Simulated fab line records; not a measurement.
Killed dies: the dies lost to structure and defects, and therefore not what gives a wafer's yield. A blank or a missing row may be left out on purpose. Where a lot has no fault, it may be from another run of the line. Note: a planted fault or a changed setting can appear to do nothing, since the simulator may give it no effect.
Comparing a struck lot with a sound one -- flow sky130 -- 17 out of 708 route steps
Sound: wafers L858.1, L858.5, L858.6. Struck: wafer L870.1 (left out: L870.2, L870.3 of the same lot, which were not struck); the cause appears at the end.
At each step with rows: each side's tool, then ch and its chambers, then its first start. Under that, the readings that differ: sound wafers -- struck wafers -- difference of the means -- sigmas: that difference in standard deviations of wafers without a fault.
alike: a reading whose means differ by less than 2 such deviations, as well as words and numbers matching on both sides. not compared: withheld readings; readings where some wafer has no value; bounds like >300 that might hide an equal value; numbers whose values overlap and for which the record gives no deviation.
A row with sigmas, a row that says differs or no value, or rows on one side alone: a step with any of these is where the two part. Numbers that have no deviation but don't overlap get no sigmas and don't part them. A reading that every wafer of one side lacks parts them only if that side has two wafers or more.

SKY_VT_ADJUST_LVTN_OVL_MEAS_07:
  sound on overlay-02, day 7 22:49; struck on overlay-02, day 10 21:43
  alike: VT_ADJUST_LVTN_OVL
then, 1 step without rows for these wafers: SKY_VT_ADJUST_LVTN_IMPLANT_08.
SKY_VT_ADJUST_LVTN_STRIP_09: strips in O2/N2.
  sound on plasmaAsher-03 ch 0,1, day 7 23:00; struck on plasmaAsher-03 ch 0, day 10 21:54
  alike: drypumpMotorCurrentA, oesProductAu, stripTimeToEndpointS
  not compared: rfHoursCounterH
SKY_VT_ADJUST_LVTN_TW_MEAS_10:
  sound on filmMetro-04, day 7 23:06; struck on filmMetro-02, day 10 22:00
  alike: VT_ADJUST_LVTN_TW
then, 7 steps without rows for these wafers: SKY_VT_ADJUST_LVTN_DEHYDRATE_11 (time 60 s); SKY_VT_ADJUST_LVTN_HMDS_12 (prime time 60 s); SKY_VT_ADJUST_LVTN_COAT_13 (resist thk 1140 nm); SKY_VT_ADJUST_LVTN_SOFTBAKE_14 (time 60 s); SKY_VT_ADJUST_LVTN_EXPOSE_15 (exposes mask HVN STD DERIVED, target cd 600 nm); SKY_VT_ADJUST_LVTN_PEB_16; SKY_VT_ADJUST_LVTN_DEVELOP_17 (develop time 60 s).
SKY_VT_ADJUST_LVTN_OVL_MEAS_18:
  sound on overlay-02, day 8 19:37; struck on overlay-02, day 11 20:47
  alike: VT_ADJUST_LVTN_01_OVL
SKY_VT_ADJUST_LVTN_IMPLANT_19:
  sound on implanter-02 ch 0, day 8 19:39; struck on implanter-01 ch 0, day 11 20:50
  alike: beamOnS, faradayCurrentUA
SKY_VT_ADJUST_LVTN_STRIP_20: strips in O2/N2.
  sound on plasmaAsher-03 ch 0,1, day 8 19:48; struck on plasmaAsher-03 ch 0, day 11 20:59
  alike: drypumpMotorCurrentA, oesProductAu, stripTimeToEndpointS
  not compared: rfHoursCounterH
SKY_VT_ADJUST_LVTN_TW_MEAS_21:
  sound on filmMetro-01, day 8 19:54; struck on filmMetro-02, day 11 21:05
reading,sound,struck,difference,sigmas
VT_ADJUST_LVTN_2_TW,188.3 189.3 188.5,178.1,-10.6,-5
then, 1 step without rows for these wafers: SKY_VT_ADJUST_NCORE_DEHYDRATE_00 (time 60 s).
-- the record jumps here: 37 days lie between the struck wafers' starts before and after (it left off in module VT_ADJUST_NCORE and takes up again in module PAD_OPEN, whose first step shown is number 708 of the route) --
SKY_PAD_OPEN_PROBE_99:
  sound on prober-01, day 47 00:44; struck on prober-01, day 49 07:37
reading,sound,struck,difference,sigmas
model.etest.resPwellUnderGate.rsOhmSq,2269 2289 2281,2324,+44,
model.etest.nfetG5v0d10v5.bodyRiseV (V),0.6718 0.6717 0.671,0.6374,-0.0341,
model.etest.nfet_16v.bodyRiseV (V),0.6687 0.6674 0.6656,0.6318,-0.0354,
model.etest.nfetG5v0d10v5.vtSatV (V),0.764 0.7659 0.7523,0.7408,-0.0199,
model.etest.nfetG5v0d10v5.vtV (V),0.8204 0.8204 0.8112,0.8006,-0.0167,
model.etest.nfetG5v0d10v5.vtVRange,0.01532 0.007811 0.01539,0.03139,+0.01855,
  alike: killed_at_M0_to_M3, killed_at_M4_up, killedAtContacts, killedAtFrontEnd, killedAtOther, killedDies, killedOpen, killedShort
  not compared: model.etest.resPwellUnderGate.rsOhmSqRange, model.etest.tip_n_5v.rsOhmSqRange

WHERE THEY PART
Within this record, at SKY_VT_ADJUST_LVTN_TW_MEAS_21 only. Later steps at which nothing parts them and some readings are alike: SKY_PAD_OPEN_PROBE_99.

WHY: what the simulator had put in
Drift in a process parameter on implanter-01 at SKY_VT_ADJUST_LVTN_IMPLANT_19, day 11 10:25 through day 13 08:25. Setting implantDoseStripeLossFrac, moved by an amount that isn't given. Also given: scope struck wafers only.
